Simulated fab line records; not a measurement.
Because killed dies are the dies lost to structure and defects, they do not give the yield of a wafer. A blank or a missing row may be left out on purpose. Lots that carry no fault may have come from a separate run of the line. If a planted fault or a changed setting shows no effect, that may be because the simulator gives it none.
Chamber matching / flow sky130 / rie-diel-03 running SKY_PAD_OPEN_ETCH_07: 4 sister chambers
The step etches the open film in CF4/O2, stops on AlCu, target depth 725 nm, time 161.1 s. 4 wafers are shown with their chamber, then 8 later ones without.

WAFERS PAIRED WITH THEIR CHAMBERS
wafer=L086.5; chamber=0; rf-fwd-power-W (W)=810.3
wafer=L087.2; chamber=3; rf-fwd-power-W (W)=807.5
wafer=L087.4; chamber=1; rf-fwd-power-W (W)=805.3
wafer=L092.2; chamber=2; rf-fwd-power-W (W)=809.1

WAFERS WITH NO CHAMBER GIVEN
wafer=L092.3; rf-fwd-power-W (W)=808.1
wafer=L092.6; rf-fwd-power-W (W)=806.9
wafer=L095.2; rf-fwd-power-W (W)=807.5
wafer=L095.4; rf-fwd-power-W (W)=804.3
wafer=L095.5; rf-fwd-power-W (W)=806.5
wafer=L096.1; rf-fwd-power-W (W)=811.2
wafer=L096.2; rf-fwd-power-W (W)=809.9
wafer=L096.4; rf-fwd-power-W (W)=808.6

CHAMBER TAKEN BY EACH
wafer=L092.3; from the rows above=can't be placed: 3 or 2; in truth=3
wafer=L092.6; from the rows above=can't be placed: 3 or 1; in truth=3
wafer=L095.2; from the rows above=3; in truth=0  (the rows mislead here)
wafer=L095.4; from the rows above=1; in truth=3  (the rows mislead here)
wafer=L095.5; from the rows above=can't be placed: 3 or 1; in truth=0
wafer=L096.1; from the rows above=can't be placed: 0 or 2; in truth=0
wafer=L096.2; from the rows above=can't be placed: 0 or 2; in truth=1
wafer=L096.4; from the rows above=can't be placed: 2 or 3 or 0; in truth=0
Correctly placed: 0 of 8. Not placeable from these rows: 6 (in 4, the candidates include the true chamber). Placed wrongly: 2.
How it was worked out, from the rows above alone: a wafer's distance from a chamber is the root of the sum, over the readings, of the square of ((its reading less the chamber's mean) divided by the reading's scatter). If the next closest chamber is less than 2 further off than the closest, the wafer can't be placed; otherwise it belongs to the closest. The mean given for a chamber averages the wafers shown for that chamber. The scatter: root of mean squared gap, hidden wafer to nearest shown wafer, with one shown wafer a chamber.
